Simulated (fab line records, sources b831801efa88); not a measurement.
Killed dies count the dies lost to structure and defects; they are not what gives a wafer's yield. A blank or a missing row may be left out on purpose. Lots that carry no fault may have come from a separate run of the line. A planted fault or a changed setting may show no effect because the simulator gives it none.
Which tool was responsible? || flow gf180mcu || 18 wafers sampled from 6 lots at 1 step of a route of 602

## WHAT THE GAUGES SHOWED, per wafer
GF_CONTACT_OVL_MEAS_15.
{"lot": "L136", "measured": "day 17 22:02", "on": "overlay-01", "CONTACT_OVL (nm)": "6 4 16"}
{"lot": "L138", "measured": "day 18 14:32", "on": "overlay-01", "CONTACT_OVL (nm)": "2 -1 -4"}
{"lot": "L143", "measured": "day 20 10:53", "on": "overlay-01", "CONTACT_OVL (nm)": "-4 -1 8"}
{"lot": "L147", "measured": "day 21 17:26", "on": "overlay-01", "CONTACT_OVL (nm)": "11 5 7"}
{"lot": "L149", "measured": "day 22 15:06", "on": "overlay-02", "CONTACT_OVL (nm)": "8 2 8"}
{"lot": "L151", "measured": "day 23 19:20", "on": "overlay-01", "CONTACT_OVL (nm)": "4 4 -6"}

## WHAT TOOL EACH LOT RAN ON (gives the tool, then ch and the chambers of the sampled wafers, and finally the start)
The record shows no process step preceding these readings.

## THE ANSWER, worked out from the rows above alone
Rule: the usual values come from the lots themselves. The widest of any qualifying gaps counts: lots, ordered by their means at a reading, are off when they make up no more than a third of the lots, leave a main group of 4 or more, and stand apart from it by 3 or more times the standard deviation of that group's means. A main group whose means are all the same, to the digits that the tables above print for the reading, isn't used. Also off: a lot with no number at a reading for which 4 or more lots have one. The other lots that the step has rows for count as sound.
No lot is off on any of the readings shown, so nothing can be concluded from this.

## WHAT WAS PUT IN BY THE SIMULATOR
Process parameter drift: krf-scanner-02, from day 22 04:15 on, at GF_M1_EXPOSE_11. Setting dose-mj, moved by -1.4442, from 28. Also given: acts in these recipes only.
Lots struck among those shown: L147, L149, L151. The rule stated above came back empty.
